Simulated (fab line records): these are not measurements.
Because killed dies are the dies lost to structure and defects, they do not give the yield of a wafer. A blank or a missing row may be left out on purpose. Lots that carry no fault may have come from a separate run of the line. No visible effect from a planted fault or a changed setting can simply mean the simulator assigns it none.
fab line records -- flow sky130
[record] lots = 14, wafers = 42, lastDay = 50
route steps=708 shown SD_N@356 LI_CONTACT@373
lots with no fault: from the same line, run without faults
startH: the number of hours between the record's first day and the start of the first shown wafer of the lot -- waitH: time in hours since the lot's previous step -- " the same as in the row above -- L1.1+2: several wafers, shown together as one row -- - value missing, or start not given -- * or withheld: withheld -- < > ~ a bound
route shown NAME@n: a module of which the file shows steps, and the number in the route of the first -- usual: mean/standard deviation taken from wafers without a fault -- same: alike in all rows -- chamber/n: place in a boat -- sites: the reading at each site -- _std_site: standard deviation across them -- _edge_site: the outer-site mean with the inner-site mean subtracted -- radiusMm: how far each site lies from the wafer's centre -- mask NAME#n: copy n -- behind: tool/chamber where the wafer was last shaped -- hold: reason for holding the lot/hours on hold/outcome of the hold -- device: the n, p or np transistor that did not switch -- end of line: the route-end tests of the same wafers -- where a step has no rows: the recipe by itself -- killed: dies lost to structure and defects at the first sort, not the wafer's yield -- map: dies across one wafer; x = killed, . = not, _ = none there
set.NAME: the setting that was run; set.NAME@STEP: the one run at that earlier step -- model.NAME: the simulator's own value behind a step, which no gauge read
one table for each step of the route and one row for each wafer, over a sample of lots
services: when a tool's chamber went out of use (startH, in hours from the record's first day, below 0 if earlier), for how many hours, and the reason
[[steps]]
[step SKY_SD_N_RTA_14]
[recipe] tempC = 1075, timeS = 2, idleTempC = 650, rampUpCPerS = 150, rampDownCPerS = 90, ambient = N2
[usual] lampPowerPct = 15.74/0.049, wafer_temp_C_max = 1078.1/1.3
lot.wafer,tool,chamber,startH,waitH,lampPowerPct,wafer_temp_C_max
L310.1,rtpAnneal-02,0,662.50,0.0,15.70,1078.8
L310.3,rtpAnneal-02,0,662.50,0.0,15.75,1079.5
L310.5,rtpAnneal-02,0,662.50,0.0,15.69,1081.1
L309.3,rtpAnneal-01,0,669.42,0.0,15.72,1077.1
L309.4,rtpAnneal-01,0,669.42,0.0,15.70,1077.8
L309.5,rtpAnneal-01,0,669.42,0.0,15.62,1077.4
L312.1,rtpAnneal-02,0,675.61,0.0,15.84,1079.1
L312.5,rtpAnneal-02,0,675.61,0.0,15.66,1077.6
L312.6,rtpAnneal-02,0,675.61,0.0,15.70,1077.9
L311.1,rtpAnneal-01,0,679.37,0.0,15.75,1080.1
L311.4,rtpAnneal-01,0,679.37,0.0,15.70,1080.6
L311.5,rtpAnneal-01,0,679.37,0.0,15.83,1079.8
L314.1,rtpAnneal-01,0,697.20,0.0,15.80,1077.9
L314.2,rtpAnneal-01,0,697.20,0.0,15.74,1076.3
L314.3,rtpAnneal-01,0,697.20,0.0,15.69,1078.4
L315.2,rtpAnneal-02,0,702.22,0.0,15.73,1075.9
L315.5,rtpAnneal-02,0,702.22,0.0,15.70,1080.3
L315.6,rtpAnneal-02,0,702.22,0.0,15.72,1079.2
L317.3,rtpAnneal-02,0,716.57,0.0,15.75,1077.7
L317.4,rtpAnneal-02,0,716.57,0.0,15.73,1081.5
L317.6,rtpAnneal-02,0,716.57,0.0,15.79,1082.2
L320.1,rtpAnneal-01,0,741.15,0.0,15.74,1078.1
L320.3,rtpAnneal-01,0,741.15,0.0,15.76,1078.6
L320.5,rtpAnneal-01,0,741.15,0.0,15.69,1077.4
L321.1,rtpAnneal-02,0,743.59,0.0,15.67,1077.3
L321.3,rtpAnneal-02,0,743.59,0.0,15.75,1077.0
L321.6,rtpAnneal-02,0,743.59,0.0,15.64,1079.2
L322.3,rtpAnneal-01,0,756.68,0.0,15.83,1076.9
L322.5,rtpAnneal-01,0,756.68,0.0,15.66,1077.8
L322.6,rtpAnneal-01,0,756.68,0.0,15.72,1080.4
L324.1,rtpAnneal-02,0,785.55,0.0,15.79,1078.7
L324.3,rtpAnneal-02,0,785.55,0.0,15.69,1081.0
L324.5,rtpAnneal-02,0,785.55,0.0,15.65,1079.9
L328.3,rtpAnneal-02,0,800.78,0.0,15.70,1077.0
L328.4,rtpAnneal-02,0,800.78,0.0,15.75,1079.6
L328.6,rtpAnneal-02,0,800.78,0.0,15.68,1077.6
L329.1,rtpAnneal-01,0,815.01,0.0,15.79,1079.2
L329.2,rtpAnneal-01,0,815.01,0.0,15.74,1078.7
L329.3,rtpAnneal-01,0,815.01,0.0,15.73,1078.1
L331.2,rtpAnneal-01,0,828.91,0.0,15.76,1079.3
L331.5,rtpAnneal-01,0,828.91,0.0,15.82,1078.8
L331.6,rtpAnneal-01,0,828.91,0.0,15.67,1077.3
[step SKY_LI_CONTACT_DEVELOP_11]
[recipe] developTimeS = 60, resist = KrF-thick, devTempC = 21
[usual] chillPlateTempC = 23.00/0.095, developTimeS = 60/0
lot.wafer,tool,chamber,startH,waitH,chillPlateTempC,developTimeS
L310.1,lithoTrack-02,0,691,-,23.01,60
L310.3,lithoTrack-02,0,691,-,23.07,60
L310.5,lithoTrack-02,0,691,-,23.08,60
L309.3,lithoTrack-02,0,698,-,23.07,60
L309.4,lithoTrack-02,0,698,-,23.17,60
L309.5,lithoTrack-02,0,698,-,23.14,60
L312.1,lithoTrack-03,0,704,-,22.89,60
L312.5,lithoTrack-03,0,704,-,22.90,60
L312.6,lithoTrack-03,0,704,-,23.10,60
L311.1,lithoTrack-02,0,709,-,23.12,60
L311.4,lithoTrack-02,0,709,-,23.10,60
L311.5,lithoTrack-02,0,709,-,22.96,60
L314.1,lithoTrack-04,0,726,-,22.99,60
L314.2,lithoTrack-04,0,726,-,22.92,60
L314.3,lithoTrack-04,0,726,-,22.94,60
L315.2,lithoTrack-02,0,730,-,22.94,60
L315.5,lithoTrack-02,0,730,-,23.02,60
L315.6,lithoTrack-02,0,730,-,23.07,60
L317.3,lithoTrack-04,0,744,-,22.78,60
L317.4,lithoTrack-04,0,745,-,22.79,60
L317.6,lithoTrack-04,0,745,-,22.92,60
L320.1,lithoTrack-03,-,768,-,-,-
L320.3,lithoTrack-03,-,768,-,-,-
L320.5,lithoTrack-03,-,768,-,-,-
L321.1,lithoTrack-02,-,771,-,-,-
L321.3,lithoTrack-02,-,771,-,-,-
L321.6,lithoTrack-02,-,771,-,-,-
L322.3,lithoTrack-03,0,784,-,23.12,60
L322.5,lithoTrack-03,0,784,-,23.19,60
L322.6,lithoTrack-03,0,784,-,23.17,60
L324.1,lithoTrack-03,0,810,-,23.02,60
L324.3,lithoTrack-03,0,810,-,23.06,60
L324.5,lithoTrack-03,0,810,-,23.06,60
L328.3,lithoTrack-02,0,824,-,22.95,60
L328.4,lithoTrack-02,0,824,-,22.97,60
L328.6,lithoTrack-02,0,824,-,22.98,60
L329.1,lithoTrack-02,0,838,-,23.08,60
L329.2,lithoTrack-02,0,838,-,22.97,60
L329.3,lithoTrack-02,0,838,-,23.10,60
L331.2,lithoTrack-04,0,854,-,22.88,60
L331.5,lithoTrack-04,0,854,-,23.10,60
L331.6,lithoTrack-04,0,854,-,23.07,60
[step SKY_LI_CONTACT_CD_MEAS_12]
[recipe] targetCdNm = 170
[usual] cdNm = 169.9/1.4
lot.wafer,tool,chamber,startH,waitH,cdNm
L310.1,cdSem-02,-,691.74,-,170.8
L310.3,cdSem-02,-,691.74,-,170.7
L310.5,cdSem-02,-,691.74,-,170.3
L309.3,cdSem-01,-,698.43,-,171.0
L309.4,cdSem-01,-,698.43,-,169.4
L309.5,cdSem-01,-,698.43,-,171.2
L312.1,cdSem-02,-,704.39,-,170.9
L312.5,cdSem-02,-,704.39,-,170.4
L312.6,cdSem-02,-,704.39,-,171.0
L311.1,cdSem-01,-,709.99,-,168.7
L311.4,cdSem-01,-,709.99,-,167.9
L311.5,cdSem-01,-,709.99,-,168.1
L314.1,cdSem-01,-,726.29,-,170.4
L314.2,cdSem-01,-,726.29,-,168.7
L314.3,cdSem-01,-,726.29,-,170.7
L315.2,cdSem-02,-,730.41,-,170.3
L315.5,cdSem-02,-,730.41,-,169.3
L315.6,cdSem-02,-,730.41,-,170.6
L317.3,cdSem-02,-,745.13,-,169.3
L317.4,cdSem-02,-,745.13,-,170.8
L317.6,cdSem-02,-,745.13,-,170.8
L320.1,cdSem-01,-,769.11,-,-
L320.3,cdSem-01,-,769.11,-,-
L320.5,cdSem-01,-,769.11,-,-
L321.1,cdSem-01,-,771.54,-,-
L321.3,cdSem-01,-,771.54,-,-
L321.6,cdSem-01,-,771.54,-,-
L322.3,cdSem-01,-,784.18,-,171.9
L322.5,cdSem-01,-,784.18,-,171.9
L322.6,cdSem-01,-,784.18,-,173.5
L324.1,cdSem-02,-,810.89,-,170.6
L324.3,cdSem-02,-,810.89,-,170.6
L324.5,cdSem-02,-,810.89,-,172.3
L328.3,cdSem-01,-,824.98,-,170.2
L328.4,cdSem-01,-,824.98,-,169.1
L328.6,cdSem-01,-,824.98,-,169.9
L329.1,cdSem-01,-,838.84,-,170.2
L329.2,cdSem-01,-,838.84,-,168.7
L329.3,cdSem-01,-,838.84,-,168.3
L331.2,cdSem-02,-,854.76,-,167.6
L331.5,cdSem-02,-,854.76,-,168.9
L331.6,cdSem-02,-,854.76,-,167.1
[step SKY_LI_CONTACT_ETCH_14]
[recipe] chemistry = N2/H2, target = BARC, ionEnergyEv = 200, sourceW = 500, biasW = 100, pressureMtorr = 30, n2FlowSccm = 100, h2FlowSccm = 200, stopOn = SiO2, timeS = 45.9, targetDepthA = 600
[usual] drypumpMotorCurrentA = 5.8/0.4, oesProductAu = 0.855/0.0046, throttleValvePct = 13.224/0.01
lot.wafer,tool,chamber,startH,waitH,drypumpMotorCurrentA,oesProductAu,rfHoursCounterH,throttleValvePct
L310.1,rieDiel-01,1,691.90,0.0,5.3,0.859,13,13.219
L310.3,rieDiel-01,3,691.90,0.0,6.5,0.858,6,13.214
L310.5,rieDiel-01,3,691.90,0.0,6.5,0.850,-,13.224
L309.3,rieDiel-02,3,698.55,0.0,5.7,0.856,18,13.213
L309.4,rieDiel-02,0,698.55,0.0,6.1,0.857,6,13.225
L309.5,rieDiel-02,1,698.55,0.0,4.9,0.858,-,13.214
L312.1,rieDiel-03,3,704.55,0.0,5.8,0.855,48,13.215
L312.5,rieDiel-03,2,704.55,0.0,5.8,0.857,-,13.218
L312.6,rieDiel-03,3,704.55,0.0,5.8,0.856,-,13.221
L311.1,rieDiel-01,1,710.15,0.0,5.4,0.857,14,13.218
L311.4,rieDiel-01,2,710.15,0.0,6.2,0.848,2,13.249
L311.5,rieDiel-01,3,710.15,0.0,6.5,0.865,-,13.198
L314.1,rieDiel-01,1,726.44,0.0,5.4,0.853,14,13.222
L314.2,rieDiel-01,0,726.44,0.0,5.8,0.852,16,13.220
L314.3,rieDiel-01,2,726.44,0.0,6.2,0.856,3,13.234
L315.2,rieDiel-01,3,730.55,0.0,6.5,0.855,7,13.232
L315.5,rieDiel-01,2,730.55,0.0,6.2,0.856,-,13.205
L315.6,rieDiel-01,1,730.55,0.0,5.4,0.861,-,13.194
L317.3,rieDiel-03,2,745.24,0.0,5.9,0.848,18,13.217
L317.4,rieDiel-03,3,745.24,0.0,5.9,0.851,0,13.223
L317.6,rieDiel-03,0,745.24,0.0,5.4,0.853,-,13.217
L320.1,rieDiel-01,2,769.27,0.0,6.2,0.858,3,13.214
L320.3,rieDiel-01,3,769.27,0.0,6.5,0.859,7,13.214
L320.5,rieDiel-01,3,769.27,0.0,6.4,0.856,-,13.221
L321.1,rieDiel-01,0,771.70,0.0,5.9,0.852,17,13.237
L321.3,rieDiel-01,1,771.70,0.0,5.4,0.855,15,13.217
L321.6,rieDiel-01,3,771.70,0.0,6.5,0.866,-,13.215
L322.3,rieDiel-03,0,784.30,0.0,5.4,0.857,6,13.226
L322.5,rieDiel-03,2,784.30,0.0,5.8,0.846,-,13.236
L322.6,rieDiel-03,1,784.30,0.0,5.8,0.857,-,13.209
L324.1,rieDiel-01,0,811.05,0.0,5.9,0.856,17,13.224
L324.3,rieDiel-01,3,811.05,0.0,6.5,0.848,8,13.245
L324.5,rieDiel-01,3,811.05,0.0,6.5,0.847,-,13.224
L328.3,rieDiel-01,1,825.10,0.0,5.4,0.856,16,13.222
L328.4,rieDiel-01,2,825.10,0.0,6.2,0.847,5,13.230
L328.6,rieDiel-01,1,825.10,0.0,5.4,0.856,-,13.245
L329.1,rieDiel-01,3,839.00,0.0,6.5,0.857,9,13.211
L329.2,rieDiel-01,1,839.00,0.0,5.3,0.856,17,13.228
L329.3,rieDiel-01,2,839.00,0.0,6.2,0.854,5,13.225
L331.2,rieDiel-03,0,854.89,0.0,5.4,0.861,8,13.228
L331.5,rieDiel-03,2,854.89,0.0,5.9,0.852,-,13.225
L331.6,rieDiel-03,1,854.89,0.0,5.8,0.847,-,13.225
[[services]]
tool,chamber,startH,hours,kind
rieDiel-03,3,687.06,4.2,repair
rieDiel-03,3,724.72,-,clean
rieDiel-03,3,724.72,17.4,scheduledDown
rieDiel-03,3,724.72,17.4,ventCycle
rieDiel-02,-,746.08,10.0,pm
rieDiel-03,2,758.31,5.9,repair
rieDiel-02,3,764.80,5.5,repair
rieDiel-03,1,815.95,1.8,repair
rieDiel-03,1,835.87,-,clean
rieDiel-03,1,835.87,18.4,scheduledDown
rieDiel-03,1,835.87,18.4,ventCycle
rtpAnneal-01,-,852.45,111.4,pm
[[key]]
[firstSign] step = SKY_LI_CONTACT_DEVELOP_11, reading = toolRecord, direction = missing
effect none on later readings
metAt SKY_LI_CONTACT_DEVELOP_11
struckLots L320,L321
laterRowsLeftOut L320.1,L320.3,L320.5,L321.1,L321.3,L321.6
sortLeftOut L320.1,L320.3,L320.5,L321.1,L321.3,L321.6
testerLeftOut L320,L321
notActingAt SKY_SD_N_RTA_14,SKY_LI_CONTACT_CD_MEAS_12,SKY_LI_CONTACT_ETCH_14
[fault] kind = skippedStepWhole, tool = lithoTrack-02,lithoTrack-03, chamber = -, onsetH = 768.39, steps = SKY_LI_CONTACT_DEVELOP_11, scope = struckLotsOnly
// testerLeftOut: of these lots the tester's yield and bins aren't shown, on N5 and GAA mostly nor the transistor test; their killed dies are dies lost to structure and defects alone, not to doping, threshold or leakage, so they don't give the yield
// sortLeftOut: the simulated sort isn't trusted on such a fault, so these wafers' sort isn't shown, and their yield isn't known
// laterRowsLeftOut: the simulator's readings of these wafers behind a module that went badly wrong aren't trusted and aren't shown, but for the sort
